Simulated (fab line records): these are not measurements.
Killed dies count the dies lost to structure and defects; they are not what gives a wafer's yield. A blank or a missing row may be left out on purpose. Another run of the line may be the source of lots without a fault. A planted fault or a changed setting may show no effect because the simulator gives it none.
fab line records	flow sky130
record lots=7	wafers=21	last-day=49
route steps=708 shown METAL5@669 PASSIVATION@681 PAD_OPEN@694
lots that met no fault: taken from a fault-free run of the same line
start-h: start of the lot's first displayed wafer, in hours after the record's first day	wait-h: hours elapsed since this lot's preceding step	" the same as in the row above	L1.1+2: several wafers, shown together as one row	- either no value or no given start	* or withheld: withheld	< > ~ a bound
route shown NAME@n: NAME is a module with steps in the file, n the number in the route of the first one	usual: average and standard deviation across the fault-free wafers	same: alike in all rows	chamber/n: place in a boat	sites: per-site readings	_std_site: how widely they spread, as a standard deviation	_edge_site: the outer-site mean with the inner-site mean subtracted	radius-mm: for every site, how far away it sits from the centre of the wafer	mask NAME#n: copy n	behind: the tool/chamber that last shaped the wafer	hold: the reason the lot was held/the length of the hold in hours/how it ended	device: the n, p or np transistor that did not switch	end of line: tests of these same wafers at the route's end	for a step that has no rows: nothing shown but its recipe	killed: the dies lost at the first sort to structure and to defects; this is not the yield of the wafer	map: a wafer's dies, x killed, . not, _ none there
set.NAME: setting as actually run; set.NAME@STEP: the setting as run at that earlier step	model.NAME: the simulator's own value behind a step, which no gauge read
lots at some steps of the route; a table a step, a row a wafer
services: from which hour (start-h, from the record's first day; less than 0 if before it) a tool's chamber was out of use, for how many hours, and why
## steps
# step SKY_METAL5_HMDS_08
# recipe prime-time-s=60	prime-temp-c=120
# step SKY_METAL5_COAT_09
# recipe resist=NOVOLAK	spin-rpm=3000	resist-thk-nm=1800
# step SKY_METAL5_SOFTBAKE_10
# recipe temp-c=90	time-s=60	resist=NOVOLAK
# step SKY_METAL5_EXPOSE_11
# recipe mask-id=MM5	na=0.6	source-shape=conventional	sigma-outer=0.6	polarization=unpolarized	target-cd-nm=1600	dose-mj=190
# step SKY_METAL5_PEB_12
# recipe temp-c=withheld	time-s=*	resist=NOVOLAK
# step SKY_METAL5_DEVELOP_13
# recipe resist=NOVOLAK	developer=TMAH	develop-time-s=60	dev-temp-c=23
# step SKY_METAL5_DESCUM_14
# recipe chemistry=O2	source-power-w=150	bias-power-w=0	pressure-mtorr=10	temp-c=40	time-s=11
# usual drypump-motor-current-A=5.42/0.2	oes-product-au=0.997/0.01
lot.wafer	tool	chamber	start-h	wait-h	drypump-motor-current-A	oes-product-au	rf-hours-counter-h
L984.2	rie-metal-04	0	1030.35	0.1	5.59	1.006	13
L984.3	"	0	"	"	5.63	1.011	-
L984.5	"	0	"	"	5.62	1.013	-
L987.2	rie-metal-04	1	1064.77	0.1	5.04	0.996	12
L987.4	"	0	"	"	5.64	1.011	-
L987.5	"	1	"	"	5.07	1.010	-
L989.1	rie-metal-02	1	1073.77	0.1	5.46	0.989	20
L989.3	"	1	"	"	5.48	0.992	-
L989.4	"	0	"	"	5.61	0.986	-
L988.1	rie-metal-02	0	1076.04	0.1	5.61	0.974	19
L988.2	"	1	"	"	5.47	0.990	20
L988.6	"	1	"	"	5.46	0.987	-
L991.1	rie-metal-03	1	1080.30	0.1	5.34	0.996	12
L991.3	"	0	"	"	5.46	1.000	-
L991.4	"	1	"	"	5.34	0.994	-
L992.3	rie-metal-03	0	1089.81	0.1	5.48	1.007	-
L992.5	"	0	"	"	5.47	1.022	-
L992.6	"	1	"	"	5.33	0.993	-
L104.2	rie-metal-03	0	1147.54	0.1	5.46	0.996	22
L104.4	"	0	"	"	5.49	0.999	-
L104.6	"	1	"	"	5.35	1.002	-
# step SKY_METAL5_METAL_ETCH_15
# recipe target-depth-a=12600	stop-on=SiO2	over-etch-frac=0.2	time-s=252	chemistry=Cl2/BCl3	resist-sidewall-deg=86	pressure-mtorr=10	icp-w=900	bias-w=48.5	Cl2_flow_sccm=60	bcl3-flow-sccm=30
# usual drypump-motor-current-A=5.42/0.2	oes-product-au=0.894/0.0049	throttle-valve-pct=22.265/0.0098
lot.wafer	tool	chamber	start-h	wait-h	drypump-motor-current-A	oes-product-au	rf-hours-counter-h	throttle-valve-pct
L984.2	rie-metal-04	0	1030.38	0.0	5.60	0.894	13	22.262
L984.3	"	0	"	"	5.64	0.898	-	22.264
L984.5	"	0	"	"	5.60	0.898	-	22.262
L987.2	rie-metal-04	1	1064.81	0.0	5.06	0.891	12	22.266
L987.4	"	0	"	"	5.65	0.887	-	22.259
L987.5	"	1	"	"	5.06	0.897	-	22.261
L989.1	rie-metal-02	1	1073.81	0.0	5.45	0.893	20	22.274
L989.3	"	1	"	"	5.44	0.899	-	22.253
L989.4	"	0	"	"	5.65	0.894	-	22.277
L988.1	rie-metal-02	0	1076.07	0.0	5.67	0.894	19	22.277
L988.2	"	1	"	"	5.48	0.890	20	22.252
L988.6	"	1	"	"	5.48	0.893	-	22.279
L991.1	rie-metal-03	1	1080.33	0.0	5.35	0.897	12	22.282
L991.3	"	0	"	"	5.44	0.895	-	22.256
L991.4	"	1	"	"	5.35	0.899	-	22.256
L992.3	rie-metal-03	0	1089.91	0.1	5.44	0.900	-	22.266
L992.5	"	0	"	"	5.45	0.890	-	22.270
L992.6	"	1	"	"	5.35	0.893	-	22.266
L104.2	rie-metal-03	0	1147.57	0.0	5.50	0.893	22	22.265
L104.4	"	0	"	"	5.50	0.893	-	22.260
L104.6	"	1	"	"	5.32	0.889	-	22.268
# step SKY_METAL5_STRIP_16
# recipe chemistry=O2/N2	power-w=1400	pressure-mtorr=1500	platen-temp-c=withheld	o2-flow-sccm=3000	n2-flow-sccm=300	overash-fraction=0.5
# usual drypump-motor-current-A=5.9/0.42	oes-product-au=0.711/0.0047	strip-time-to-endpoint-s=13.10/0.13
lot.wafer	tool	chamber	start-h	wait-h	drypump-motor-current-A	oes-product-au	rf-hours-counter-h	strip-time-to-endpoint-s
L984.2	plasma-asher-03	1	1030.62	0.2	5.8	0.716	89	12.84
L984.3	"	0	"	"	6.5	0.711	-	12.80
L984.5	"	0	"	"	6.5	0.710	-	12.88
L987.2	plasma-asher-03	0	1065.04	0.2	6.5	0.718	93	13.02
L987.4	"	1	"	"	5.9	0.711	-	12.78
L987.5	"	1	"	"	5.9	0.710	-	12.90
L989.1	plasma-asher-03	0	1074.04	0.2	6.5	0.713	93	13.10
L989.3	"	0	"	"	6.5	0.721	-	13.10
L989.4	"	1	"	"	5.9	0.715	-	13.25
L988.1	plasma-asher-04	1	1076.31	0.2	6.0	0.706	32	13.27
L988.2	"	0	"	"	6.0	0.707	32	13.22
L988.6	"	1	"	"	6.0	0.715	-	13.26
L991.1	plasma-asher-03	0	1080.57	0.2	6.5	0.721	94	13.23
L991.3	"	0	"	"	6.5	0.708	-	13.06
L991.4	"	1	"	"	5.9	0.718	-	13.33
L992.3	plasma-asher-01	0	1090.10	0.1	5.9	0.714	-	13.00
L992.5	"	1	"	"	5.2	0.711	-	12.93
L992.6	"	0	"	"	5.9	0.708	-	13.14
L104.2	plasma-asher-03	1	1147.81	0.2	5.9	0.709	101	12.93
L104.4	"	1	"	"	5.8	0.714	-	13.00
L104.6	"	0	"	"	6.5	0.706	-	13.10
# step SKY_METAL5_STRIP_17
# recipe chemistry=post-etch-residue-remover	time-s=1200	temp-c=72.5
# step SKY_METAL5_CLEAN_18
# recipe chemistry=IPA	time-s=180	temp-c=25
# step SKY_METAL5_CLEAN_19
# recipe chemistry=O3/DIW	dry=n2-spin
# step SKY_PASSIVATION_CVD_00
# recipe material=SiO2	target-thk-nm=90	temp-c=400	time-s=withheld	rf-w=600
# usual heater-power-w=683/77
lot.wafer	tool	chamber	start-h	wait-h	heater-power-w	model.SiO2_of_PASSIVATION_CVD_00.thk-nm
L984.2	pecvd-04	1	1031.27	0.0	619	89.55
L984.3	"	2	"	"	642	87.18
L984.5	"	1	"	"	615	90.81
L987.2	pecvd-01	0	1065.98	0.0	655	88.9
L987.4	"	2	"	"	754	91.16
L987.5	"	1	"	"	606	91.57
L989.1	pecvd-04	0	1074.73	0.0	764	88.62
L989.3	"	1	"	"	572	89.65
L989.4	"	1	"	"	596	90.49
L988.1	pecvd-01	1	1076.94	0.0	678	117
L988.2	"	2	"	"	715	116.9
L988.6	"	0	"	"	675	89.72
L991.1	pecvd-01	0	1081.23	0.0	663	115.6
L991.3	"	2	"	"	774	116
L991.4	"	0	"	"	655	89.93
L992.3	pecvd-01	0	1090.75	0.0	589	114.7
L992.5	"	1	"	"	716	88.67
L992.6	"	2	"	"	728	91.33
L104.2	pecvd-01	0	1148.45	0.0	599	89.26
L104.4	"	1	"	"	719	91.35
L104.6	"	0	"	"	596	90.85
# step SKY_PASSIVATION_THK_MEAS_01
# recipe reads=SiO2_of_PASSIVATION_CVD_00
# usual PASSIVATION_CVD_00_THK=90.1/1.2
lot.wafer	tool	chamber	start-h	wait-h	hold	PASSIVATION_CVD_00_THK[nm]
L984.2	film-metro-03	-	1031.30	-	-	89.5
L984.3	"	-	"	"	-	87.2
L984.5	"	-	"	"	-	90.8
L987.2	film-metro-04	-	1066.01	-	-	88.9
L987.4	"	-	"	"	-	91.1
L987.5	"	-	"	"	-	91.5
L989.1	film-metro-02	-	1074.75	-	-	88.6
L989.3	"	-	"	"	-	89.7
L989.4	"	-	"	"	-	90.4
L988.1	film-metro-03	-	1077.05	-	await-dispo/0.2h/release	117.0
L988.2	"	-	"	"	await-dispo/0.2h/release	116.9
L988.6	"	-	"	"	await-dispo/0.2h/release	89.6
L988.1	film-metro-03	-	1077.40	0.3	-	117.0
L988.2	"	-	"	"	-	116.9
L988.6	"	-	"	"	-	89.7
L991.1	film-metro-04	-	1081.25	-	await-dispo/0.2h/release	115.6
L991.3	"	-	"	"	await-dispo/0.2h/release	116.0
L991.4	"	-	"	"	await-dispo/0.2h/release	89.9
L991.1	film-metro-04	-	1081.56	0.3	-	115.7
L991.3	"	-	"	"	-	116.0
L991.4	"	-	"	"	-	89.9
L992.3	film-metro-04	-	1090.79	-	await-dispo/0.2h/release	114.7
L992.5	"	-	"	"	await-dispo/0.2h/release	88.6
L992.6	"	-	"	"	await-dispo/0.2h/release	91.3
L992.3	film-metro-04	-	1091.02	0.2	-	114.6
L992.5	"	-	"	"	-	88.7
L992.6	"	-	"	"	-	91.4
L104.2	film-metro-02	-	1148.49	-	-	89.3
L104.4	"	-	"	"	-	91.4
L104.6	"	-	"	"	-	90.8
# step SKY_PASSIVATION_CVD_02
# recipe material=Si3N4	target-thk-nm=540	temp-c=400	time-s=withheld	rf-w=450
# usual heater-power-w=729/80
lot.wafer	tool	chamber	start-h	wait-h	hold	heater-power-w
L984.2	pecvd-02	0	1031.35	0.0	-	711
L984.3	"	1	"	"	-	809
L984.5	"	0	"	"	-	579
L987.2	pecvd-02	1	1066.06	0.0	-	818
L987.4	"	2	"	"	-	739
L987.5	"	1	"	"	-	666
L989.1	pecvd-02	0	1074.81	0.1	-	596
L989.3	"	1	"	"	-	819
L989.4	"	1	"	"	-	663
L988.1	pecvd-04	1	1079.02	1.6	await-dispo/1.4h/release	691
L988.2	"	2	"	"	await-dispo/1.4h/release	691
L988.6	"	0	"	"	await-dispo/1.4h/release	831
L991.1	pecvd-02	0	1084.10	2.5	await-dispo/2.5h/release	604
L991.3	"	2	"	"	await-dispo/2.5h/release	784
L991.4	"	2	"	"	await-dispo/2.5h/release	807
L992.3	pecvd-02	1	1097.42	6.4	await-dispo/6.4h/release	805
L992.5	"	1	"	"	await-dispo/6.4h/release	680
L992.6	"	0	"	"	await-dispo/6.4h/release	675
L104.2	pecvd-04	0	1148.54	0.0	-	783
L104.4	"	0	"	"	-	818
L104.6	"	2	"	"	-	680
# step SKY_PASSIVATION_THK_MEAS_03
# recipe reads=Si3N4_of_PASSIVATION_CVD_02
# usual PASSIVATION_CVD_02_THK=543/7.5
lot.wafer	tool	chamber	start-h	wait-h	PASSIVATION_CVD_02_THK[nm]
L984.2	film-metro-03	-	1031.58	-	544
L984.3	"	-	"	"	548
L984.5	"	-	"	"	556
L987.2	film-metro-03	-	1066.29	-	544
L987.4	"	-	"	"	547
L987.5	"	-	"	"	544
L989.1	film-metro-04	-	1075.03	-	547
L989.3	"	-	"	"	540
L989.4	"	-	"	"	549
L988.1	film-metro-03	-	1079.24	-	534
L988.2	"	-	"	"	541
L988.6	"	-	"	"	536
L991.1	film-metro-02	-	1084.32	-	534
L991.3	"	-	"	"	534
L991.4	"	-	"	"	551
L992.3	film-metro-04	-	1097.67	-	544
L992.5	"	-	"	"	545
L992.6	"	-	"	"	547
L104.2	film-metro-02	-	1148.88	-	530
L104.4	"	-	"	"	537
L104.6	"	-	"	"	556
# step SKY_PASSIVATION_DEHYDRATE_04
# recipe temp-c=200	time-s=60
# step SKY_PASSIVATION_HMDS_05
# recipe prime-time-s=60	prime-temp-c=120
# step SKY_PASSIVATION_COAT_06
# recipe spin-rpm=2000	resist-thk-nm=3000
# step SKY_PASSIVATION_SOFTBAKE_07
# recipe temp-c=110	time-s=withheld
# step SKY_PASSIVATION_EXPOSE_08
# recipe mask-id=NSM	target-cd-nm=3000	na=0.57	dose-mj=260
# step SKY_PASSIVATION_PEB_09
# recipe temp-c=115	time-s=withheld
# step SKY_PASSIVATION_DEVELOP_10
# recipe develop-time-s=60	dev-temp-c=23
# step SKY_PASSIVATION_ETCH_11
# recipe chemistry=CF4/O2	target-depth-nm=725	stop-on=AlCu	source-w=800	bias-w=150	pressure-mtorr=150	cf4-flow-sccm=80	O2_flow_sccm=10	time-s=161.1
# usual drypump-motor-current-A=5.7/0.49	oes-product-au=0.980/0.0074	throttle-valve-pct=5.965/0.0099
lot.wafer	tool	chamber	start-h	wait-h	drypump-motor-current-A	oes-product-au	rf-hours-counter-h	throttle-valve-pct	model.etch.depth-nm	model.PASSIVATION.feature-depth-nm
L984.2	rie-diel-01	3	1054.75	-	5.9	0.981	27	5.965	706.8	706.8
L984.3	"	2	"	"	6.4	0.986	9	5.950	710.5	710.5
L984.5	"	2	"	"	6.5	0.988	-	5.964	721.1	721.1
L987.2	rie-diel-03	1	1086.40	-	5.5	0.982	13	5.961	707.4	707.4
L987.4	"	0	"	"	5.8	0.978	11	5.965	713.1	713.1
L987.5	"	1	"	"	5.5	0.976	-	5.976	711	711
L989.1	rie-diel-03	1	1095.42	-	5.5	0.988	13	5.959	708.8	708.8
L989.3	"	0	"	"	5.8	0.978	12	5.959	703.6	703.6
L989.4	"	3	"	"	6.6	0.990	10	5.954	713.6	713.6
L988.1	rie-diel-03	2	1098.35	-	5.3	0.997	16	5.963	725.6	725.6
L988.2	"	1	"	"	5.5	0.988	14	5.954	727.4	727.4
L988.6	"	2	"	"	5.3	0.971	-	5.960	701	701
L991.1	rie-diel-03	0	1102.35	-	5.8	0.984	12	5.965	723.1	723.1
L991.3	"	3	"	"	6.6	1.001	10	5.950	724	724
L991.4	"	2	"	"	5.3	0.984	16	5.971	714.8	714.8
L992.3	rie-diel-04	0	1110.55	-	5.1	1.000	24	5.971	729.8	729.8
L992.5	"	0	"	"	5.1	0.983	-	5.967	708.4	708.4
L992.6	"	1	"	"	6.1	0.983	-	5.963	712.6	712.6
L104.2	rie-diel-04	0	1165.97	-	5.1	0.964	27	5.977	693.5	693.5
L104.4	"	1	"	"	6.1	0.979	28	5.963	704.1	704.1
L104.6	"	0	"	"	5.1	0.999	-	5.995	721.9	721.9
# step SKY_PASSIVATION_STRIP_12
# recipe chemistry=O2/N2	power-w=1400	pressure-mtorr=1500	platen-temp-c=withheld	overash-fraction=0.7	o2-flow-sccm=3000	n2-flow-sccm=300
# usual drypump-motor-current-A=5.7/0.44	oes-product-au=0.661/0.0048	strip-time-to-endpoint-s=31.49/0.14
lot.wafer	tool	chamber	start-h	wait-h	drypump-motor-current-A	oes-product-au	rf-hours-counter-h	strip-time-to-endpoint-s
L984.2	plasma-asher-04	1	1054.85	0.1	6.0	0.662	30	31.26
L984.3	"	0	"	"	6.0	0.658	-	31.37
L984.5	"	0	"	"	6.0	0.664	-	31.32
L987.2	plasma-asher-04	1	1086.50	0.1	6.0	0.660	33	31.31
L987.4	"	0	"	"	6.0	0.655	-	31.31
L987.5	"	1	"	"	6.0	0.660	-	31.37
L989.1	plasma-asher-03	1	1095.53	0.1	5.8	0.661	95	31.53
L989.3	"	0	"	"	6.5	0.669	-	31.61
L989.4	"	1	"	"	5.8	0.661	-	31.57
L988.1	plasma-asher-03	0	1098.45	0.1	6.5	0.659	96	31.34
L988.2	"	1	"	"	5.9	0.665	96	31.42
L988.6	"	0	"	"	6.5	0.664	-	31.52
L991.1	plasma-asher-04	0	1102.45	0.1	6.0	0.662	35	31.68
L991.3	"	1	"	"	6.0	0.660	-	31.69
L991.4	"	0	"	"	6.0	0.657	-	31.74
L992.3	plasma-asher-04	0	1110.69	0.1	6.0	0.658	-	31.03
L992.5	"	1	"	"	6.0	0.665	-	31.24
L992.6	"	0	"	"	6.0	0.655	-	31.29
L104.2	plasma-asher-02	1	1166.08	0.1	5.2	0.655	73	31.37
L104.4	"	0	"	"	5.2	0.663	-	31.52
L104.6	"	0	"	"	5.2	0.657	-	31.48
# step SKY_PAD_OPEN_DEHYDRATE_00
# recipe temp-c=200	time-s=60
# step SKY_PAD_OPEN_HMDS_01
# recipe prime-time-s=60	prime-temp-c=120
# step SKY_PAD_OPEN_COAT_02
# recipe spin-rpm=2000	resist-thk-nm=3000
# step SKY_PAD_OPEN_SOFTBAKE_03
# recipe temp-c=110	time-s=withheld
# step SKY_PAD_OPEN_EXPOSE_04
# recipe mask-id=PDM	target-cd-nm=60000	na=0.57	dose-mj=253.6
# step SKY_PAD_OPEN_PEB_05
# recipe temp-c=115	time-s=withheld
# step SKY_PAD_OPEN_DEVELOP_06
# recipe develop-time-s=60	dev-temp-c=23
# step SKY_PAD_OPEN_ETCH_07
# recipe chemistry=CF4/O2	target-depth-nm=725	stop-on=AlCu	source-w=825.4	bias-w=150	pressure-mtorr=150	cf4-flow-sccm=80	O2_flow_sccm=10	time-s=161.1
# usual drypump-motor-current-A=5.7/0.54	oes-product-au=0.982/0.0076	throttle-valve-pct=5.966/0.0093
lot.wafer	tool	chamber	start-h	wait-h	drypump-motor-current-A	oes-product-au	rf-hours-counter-h	throttle-valve-pct	model.etch.depth-nm	model.PAD_OPEN.feature-depth-nm
L984.2	rie-diel-04	0	1075.45	-	5.1	0.984	23	5.959	706.8	706.8
L984.3	"	1	"	"	6.1	0.975	25	5.955	710.5	710.5
L984.5	"	1	"	"	6.1	0.992	-	5.959	721.1	721.1
L987.2	rie-diel-01	2	1107.09	-	6.4	0.987	11	5.959	707.4	707.4
L987.4	"	0	"	"	6.2	0.985	3	5.981	713.1	713.1
L987.5	"	2	"	"	6.4	0.975	-	5.958	711	711
L989.1	rie-diel-01	1	1115.85	-	5.2	0.979	25	5.976	708.8	708.8
L989.3	"	3	"	"	5.9	0.977	30	5.960	703.6	703.6
L989.4	"	0	"	"	6.2	0.994	3	5.967	713.6	713.6
L988.1	rie-diel-04	2	1119.39	-	5.2	0.997	1	5.969	725.6	725.6
L988.2	"	0	"	"	5.1	0.998	25	5.974	727.4	727.4
L988.6	"	1	"	"	6.1	0.976	-	5.979	701	701
L991.1	rie-diel-04	0	1121.95	-	5.1	0.989	25	5.986	723.1	723.1
L991.3	"	3	"	"	5.6	0.991	19	5.973	724	724
L991.4	"	2	"	"	5.2	0.986	1	5.954	714.8	714.8
L992.3	rie-diel-04	3	1130.40	-	5.6	1.001	19	5.956	729.8	729.8
L992.5	"	3	"	"	5.6	0.979	-	5.962	708.4	708.4
L992.6	"	0	"	"	5.1	0.989	-	5.963	712.6	712.6
L104.2	rie-diel-01	0	1182.59	-	6.2	0.970	6	5.964	693.5	693.5
L104.4	"	0	"	"	6.2	0.973	-	5.961	704.1	704.1
L104.6	"	1	"	"	5.1	0.988	-	5.966	721.9	721.9
# step SKY_PAD_OPEN_STRIP_08
# recipe chemistry=O2/N2	power-w=1400	pressure-mtorr=1500	platen-temp-c=withheld	overash-fraction=0.7	o2-flow-sccm=3000	n2-flow-sccm=300
# step SKY_PAD_OPEN_PROBE_99
# usual defect-limited-yield=82.7/2	killed_at_M0_to_M3=43/7.4	killed_at_M4_up=3.5/2.1	killed-at-contacts=24/5.4	killed-at-front-end=15/4.7	killed-at-other=0.2/0.44	killed-dies=85/10	killed-open=47/7.1	killed-short=38/7	sort_bin_3_pad_short=0.9/0.41	sort_bin_5_function=10.4/1.6	sort_bin_6_memory=6.1/1.1	sort-n-pass=407/10	sort-yield-pct=82.7/2
# same gross-dies=492	killed-at-back-side=0	sort_bin_4_leakage[%]=0	sort_bin_8_speed[%]=0
lot.wafer	tool	chamber	start-h	wait-h	defect-limited-yield[%]	killed_at_M0_to_M3	killed_at_M4_up	killed-at-contacts	killed-at-front-end	killed-at-other	killed-dies	killed-open	killed-short	sort_bin_3_pad_short[%]	sort_bin_5_function[%]	sort_bin_6_memory[%]	sort-n-pass	sort-yield-pct[%]
L989.1	prober-01	-	1118.60	0.1	84.3	35	4	20	18	0	77	41	36	0.2	8.7	6.7	415	84.3
L989.3	prober-01	-	1118.70	0.2	79.7	55	7	19	19	0	100	49	51	1.2	12.2	6.9	392	79.7
L989.4	prober-01	-	1118.75	0.2	84.8	32	2	26	15	0	75	45	30	1.0	8.7	5.5	417	84.8
L988.1	prober-02	-	1121.71	0.1	85.0	30	4	24	15	1	74	45	29	0.6	9.6	4.9	418	85.0
L988.2	prober-02	-	1121.76	0.1	81.9	46	2	26	15	0	89	49	40	1.4	10.0	6.7	403	81.9
L988.6	prober-02	-	1121.96	0.2	84.1	41	5	16	16	0	78	35	43	0.8	10.6	4.5	414	84.1
# killed by level:class
L989.1 VIA1:geometric-particle:open=7 VIA2:geometric-particle:open=7 POLY_GATE:geometric-particle:short=6 FIELD_ISO:geometric-particle:open=5 LOCAL_INTERCONNECT:geometric-particle:short=5 CONTACT:geometric-particle:short=5 POLY_GATE:geometric-particle:open=4 LI_CONTACT:geometric-particle:open=4
L989.3 VIA1:geometric-particle:open=13 METAL1:geometric-particle:short=9 CONTACT:geometric-particle:open=7 METAL2:geometric-particle:short=7 VIA2:geometric-particle:open=7 POLY_GATE:geometric-particle:open=6 METAL4:geometric-particle:short=6 CONTACT:geometric-particle:short=5
L989.4 CONTACT:geometric-particle:open=13 VIA2:geometric-particle:open=7 POLY_GATE:geometric-particle:open=6 CONTACT:geometric-particle:short=6 VIA1:geometric-particle:open=5 POLY_GATE:geometric-particle:short=4 LI_CONTACT:geometric-particle:open=4 FIELD_ISO:geometric-particle:short=3
L988.1 VIA1:geometric-particle:open=8 CONTACT:geometric-particle:open=7 LI_CONTACT:geometric-particle:open=7 CONTACT:geometric-particle:short=7 VIA2:geometric-particle:open=7 VIA3:geometric-particle:short=6 POLY_GATE:geometric-particle:open=4 FIELD_ISO:geometric-particle:open=3
L988.2 VIA3:geometric-particle:open=13 CONTACT:geometric-particle:open=8 POLY_GATE:geometric-particle:short=7 LI_CONTACT:geometric-particle:open=7 LOCAL_INTERCONNECT:geometric-particle:short=6 VIA1:geometric-particle:open=6 METAL3:geometric-particle:short=5 VIA2:geometric-particle:open=5
L988.6 METAL2:geometric-particle:short=7 CONTACT:geometric-particle:open=6 LOCAL_INTERCONNECT:geometric-particle:short=5 METAL1:geometric-particle:short=5 VIA1:geometric-particle:short=5 VIA1:geometric-particle:open=5 FIELD_ISO:geometric-particle:open=4 FIELD_ISO:geometric-particle:short=4
## services
tool	chamber	start-h	hours	kind
rie-diel-03	0	1013.79	3.9	repair
rie-diel-03	3	1016.11	10.8	repair
plasma-asher-01	-	1025.69	1.5	repair
pecvd-02	-	1040.91	6.0	pm
pecvd-04	0	1041.12	4.8	repair
rie-diel-04	3	1044.22	5.0	repair
pecvd-02	-	1059.39	1.7	repair
rie-diel-04	0	1061.57	4.8	repair
rie-metal-02	0	1080.40	10.2	repair
pecvd-01	-	1082.45	0.7	repair
rie-metal-04	1	1086.94	7.9	repair
rie-metal-03	-	1095.73	2.8	pm
rie-metal-04	-	1112.97	0.6	repair
pecvd-04	1	1118.22	16.6	repair
rie-diel-04	1	1132.04	14.8	repair
plasma-asher-03	-	1137.22	2.8	pm
pecvd-04	1	1139.85	19.6	repair
pecvd-02	0	1147.41	8.6	repair
pecvd-01	-	1155.76	6.0	pm
plasma-asher-04	-	1155.92	2.3	repair
rie-metal-02	1	1158.01	20.7	repair
plasma-asher-03	-	1167.48	8.2	repair
rie-diel-01	0	1175.37	4.9	repair
pecvd-02	1	1176.09	8.6	repair
## key
first-sign step=SKY_PASSIVATION_THK_MEAS_01	reading=visit	direction=added
effect step=SKY_PASSIVATION_THK_MEAS_01	reading=PASSIVATION_CVD_00_THK	direction=up	sigmas=22	usual=90.1	struck=116.1
effect step=SKY_PASSIVATION_CVD_02	reading=hold	direction=added
model-effect step=SKY_PASSIVATION_CVD_00	value=SiO2_of_PASSIVATION_CVD_00.thk-nm	without=89.36	struck=116
model-effect step=SKY_PASSIVATION_ETCH_11	value=etch.depth-nm	without=701.9	struck=726
model-effect step=SKY_PAD_OPEN_ETCH_07	value=etch.depth-nm	without=701.9	struck=726
met-at SKY_PASSIVATION_CVD_00
struck-wafers L988.1,L988.2,L991.1,L991.3,L992.3
onset-between 1065.98 1076.94
fault kind=process-parameter-drift	tool=pecvd-01	chamber=-	onset-h=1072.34	steps=SKY_PASSIVATION_CVD_00	channel=target-thk-nm	offset=26.893	shape=step	end-h=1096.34	scope=struck-wafers-only	acts-in=these-recipes-only	stated=90
